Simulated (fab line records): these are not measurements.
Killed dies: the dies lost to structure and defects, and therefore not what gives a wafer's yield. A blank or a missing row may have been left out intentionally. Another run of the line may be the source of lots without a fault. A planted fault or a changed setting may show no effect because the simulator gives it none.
The tool behind it: which one? :: flow gf180mcu :: 12 lots, 36 wafers sampled, at 2 steps of a route of 602

## WHAT THE GAUGES SHOWED, per wafer
GF_STI_THK_MEAS_24. Usual: STI_CVD_23_THK 648 nm, standard deviation 6.7.
lot: L426
measured: day 2 10:31
on: film metro-02
STI_CVD_23_THK (nm): 649 643 649
flag: 

lot: L427
measured: day 2 10:31
on: film metro-04
STI_CVD_23_THK (nm): 642 648 639
flag: 

lot: L428
measured: day 2 18:38
on: film metro-03
STI_CVD_23_THK (nm): 656 651 647
flag: 

lot: L429
measured: day 3 02:39
on: film metro-04
STI_CVD_23_THK (nm): 645 646 654
flag: 

lot: L430
measured: day 3 02:39
on: film metro-03
STI_CVD_23_THK (nm): 638 643 648
flag: 

lot: L431
measured: day 3 09:19
on: film metro-03
STI_CVD_23_THK (nm): 644 646 649
flag: 

lot: L434
measured: day 3 21:31
on: film metro-02
STI_CVD_23_THK (nm): 810 807 653
flag: OFF

lot: L437
measured: day 4 12:10
on: film metro-03
STI_CVD_23_THK (nm): 806 652 652
flag: OFF

lot: L444
measured: day 6 09:42
on: film metro-04
STI_CVD_23_THK (nm): 641 642 648
flag: 

lot: L446
measured: day 6 19:31
on: film metro-03
STI_CVD_23_THK (nm): 645 634 640
flag: 

lot: L448
measured: day 7 05:10
on: film metro-03
STI_CVD_23_THK (nm): 652 641 644
flag: 

lot: L449
measured: day 7 13:26
on: film metro-03
STI_CVD_23_THK (nm): 641 642 645
flag: 

## WHAT TOOL EACH LOT RAN ON (gives the tool, then ch and the chambers of the sampled wafers, and finally the start)
lot: L426
GF_STI_CVD_23: hdpcvd-01 ch 0,1, day 2 10:24

lot: L427
GF_STI_CVD_23: hdpcvd-02 ch 0,1,2, day 2 10:26

lot: L428
GF_STI_CVD_23: hdpcvd-02 ch 0,2, day 2 18:34

lot: L429
GF_STI_CVD_23: hdpcvd-02 ch 0,2, day 3 02:34

lot: L430
GF_STI_CVD_23: hdpcvd-01 ch 0,1, day 3 02:34

lot: L431
GF_STI_CVD_23: hdpcvd-01 ch 0,1,2, day 3 09:14

lot: L434
GF_STI_CVD_23: hdpcvd-01 ch 0,2, day 3 21:25

lot: L437
GF_STI_CVD_23: hdpcvd-01 ch 0,1,2, day 4 12:04

lot: L444
GF_STI_CVD_23: hdpcvd-02 ch 1,2, day 6 09:37

lot: L446
GF_STI_CVD_23: hdpcvd-01 ch 0,1, day 6 19:26

lot: L448
GF_STI_CVD_23: hdpcvd-01 ch 1,2, day 7 05:06

lot: L449
GF_STI_CVD_23: hdpcvd-01 ch 0,1,2, day 7 13:22
- GF_STI_CVD_23: deposits SiO2, target thk 650 nm, time 108.3 s.

## WHAT THE TOOLS THEMSELVES READ (means of the sampled wafers that have a number; where no wafer has one, the mark that the record gives instead)
The record holds no such reading with a usual standard deviation.

## THE ANSWER, worked out from the rows above alone
Rule: a lot counts as off when the mean over its wafers that have a number is more than 3 standard deviations away from the usual mean. A lot without any number at a reading at which 4 lots or more have one is off too. All remaining lots with rows at the step are treated as sound. First the gauges in route order, then the tools' own readings, where a lot's mean is used as printed above. At the first step where some lot is off, the reading lying furthest off is the one used; lots without a number count as furthest.
Off: at GF_STI_THK_MEAS_24 (STI_CVD_23_THK), L434, L437.
If a tool, at a process step before that reading, ran all the lots that are off and no sound lot after the first of them, it fits. The gauges at GF_STI_THK_MEAS_24 are tried like those tools. None of those tried fits.

## WHAT THE SIMULATOR PUT IN
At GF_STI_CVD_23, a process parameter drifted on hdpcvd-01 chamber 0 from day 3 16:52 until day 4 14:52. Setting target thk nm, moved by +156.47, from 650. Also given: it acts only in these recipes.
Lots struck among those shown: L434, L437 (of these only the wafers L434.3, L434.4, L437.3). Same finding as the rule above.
